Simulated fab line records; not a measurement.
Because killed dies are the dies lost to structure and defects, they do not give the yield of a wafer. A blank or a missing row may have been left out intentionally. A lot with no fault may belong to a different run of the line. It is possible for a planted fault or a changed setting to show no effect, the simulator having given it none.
Split-lot trial    flow sfq-line    5 lots, 23 wafers read, on a route of 325 steps

== ON THE SPLIT ==
At SFQ_TRILAYER_M2_LITHO_PEB_060 (peb time 60 s), the setting peb-time-s was moved away from the recipe's 60 s on 4 of the 23 wafers read, by +7.2% to +9.3%. For the rest of the wafers, this setting stayed at what the recipe calls for.

== FROM THE SPLIT TO THE READING: what the file shows between them, 2 steps ==
- SFQ_TRILAYER_M2_LITHO_DEVELOP_059: time 60 s
- SFQ_TRILAYER_M2_BARC_OPEN_METAL_ETCH_077: etches BARC in O2, target depth 125 nm, time 41.7 s

== THE READING ==
M2.cd-nm (the simulator's own value, which no gauge read), in nm, at SFQ_TRILAYER_M2_ETCH_METAL_ETCH_060 (etches Nb in Cl2/Ar, stops on SiO2, target depth 240 nm, time 120 s). There is no usual value for it anywhere in the file. Average 499.9 nm, standard deviation 1.9 nm, over the 19 wafers here run with the recipe.

wafer   tool, chamber at the split  peb-time-s as run, s  against the recipe  M2.cd-nm, nm  against lot-mates on the recipe
L074.1  litho-track-02, 0           60                    recipe              499.8         -
L074.2  litho-track-02, 0           60                    recipe              497.3         -
L074.3  litho-track-02, 0           60                    recipe              496.2         -
L074.5  litho-track-02, 0           60                    recipe              497.1         -
L074.6  litho-track-02, 0           60                    recipe              498.3         -
L077.2  litho-track-01, 0           60                    recipe              502.3         -
L077.3  litho-track-01, 0           64.31                 +7.2%               489.6         -11.9
L077.4  litho-track-01, 0           60                    recipe              501.4         -
L077.5  litho-track-01, 0           64.31                 +7.2%               487.1         -14.4
L077.6  litho-track-01, 0           60                    recipe              500.8         -
L081.1  litho-track-02, 0           60                    recipe              499.6         -
L081.2  litho-track-02, 0           65.59                 +9.3%               487.6         -12.4
L081.3  litho-track-02, 0           60                    recipe              500.3         -
L081.4  litho-track-02, 0           65.59                 +9.3%               489           -11.0
L081.5  litho-track-02, 0           60                    recipe              500.2         -
L082.2  litho-track-04, 0           60                    recipe              499.8         -
L082.3  litho-track-04, 0           60                    recipe              497.8         -
L082.4  litho-track-04, 0           60                    recipe              500.7         -
L085.1  litho-track-02, 0           60                    recipe              498.4         -
L085.2  litho-track-02, 0           60                    recipe              502.4         -
L085.3  litho-track-02, 0           60                    recipe              502.7         -
L085.5  litho-track-02, 0           60                    recipe              501           -
L085.6  litho-track-02, 0           60                    recipe              502.7         -

FIT RESULTS
A straight line over all 23 wafers: M2.cd-nm changes by -1.38 nm for each +1% of peb-time-s; r = -0.92; the points scatter about the line by 2 nm.
The same after taking each lot's own level away (the mean of its wafers on the recipe; 23 wafers): -1.46 nm for each +1%; r = -0.95; scatter 1.6 nm.
Per that fit: largest peb-time-s move, reading shift of 14 nm.
Across the lots, their own levels run from 497.74 to 501.50 nm, a range of 2.0 times the standard deviation given above.
The two slopes agree, so the slope changes little with the lot-to-lot level.
Check: for one of the wafers moved furthest among these (+9.3%), held out of the fit, the line's prediction against its lot-mates is -14.3 nm. It came out at -12.4 nm against them.

== THE OTHER SPLITS THESE WAFERS WENT THROUGH ==
Note: prior to the reading, these wafers also went through further splits. Each is held against what the fit with the lots' levels taken away leaves over:
other split on the same wafers                       wafers away from the commonest value  r with M2.cd-nm (lot level and that fit taken away)
SFQ_TRILAYER_I1_VIA_BARC_OPEN_VIA_ETCH_071 source-w  10                                    +0.09
SFQ_TRILAYER_M2_LITHO_COAT_062 resist-thk-nm         9                                     +0.27

== THE WHOLE CHAIN: every reading that the file lists as answering this split, in the file's order ==
step                                      what it does                                                         reading                                                    change (the file's fit)               r (the file's)
SFQ_TRILAYER_M2_BARC_OPEN_METAL_ETCH_077  etches BARC in O2, target depth 125 nm, time 41.7 s                  M2.cd-nm (the simulator's own value, which no gauge read)  -1.25 nm for each +1% of the setting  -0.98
SFQ_TRILAYER_M2_ETCH_METAL_ETCH_060       etches Nb in Cl2/Ar, stops on SiO2, target depth 240 nm, time 120 s  M2.cd-nm (the simulator's own value, which no gauge read)  -1.47 nm for each +1% of the setting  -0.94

== FILE'S OWN FIT ==
M2.cd-nm changes by -1.47 nm for each +1% of peb-time-s, r = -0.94.
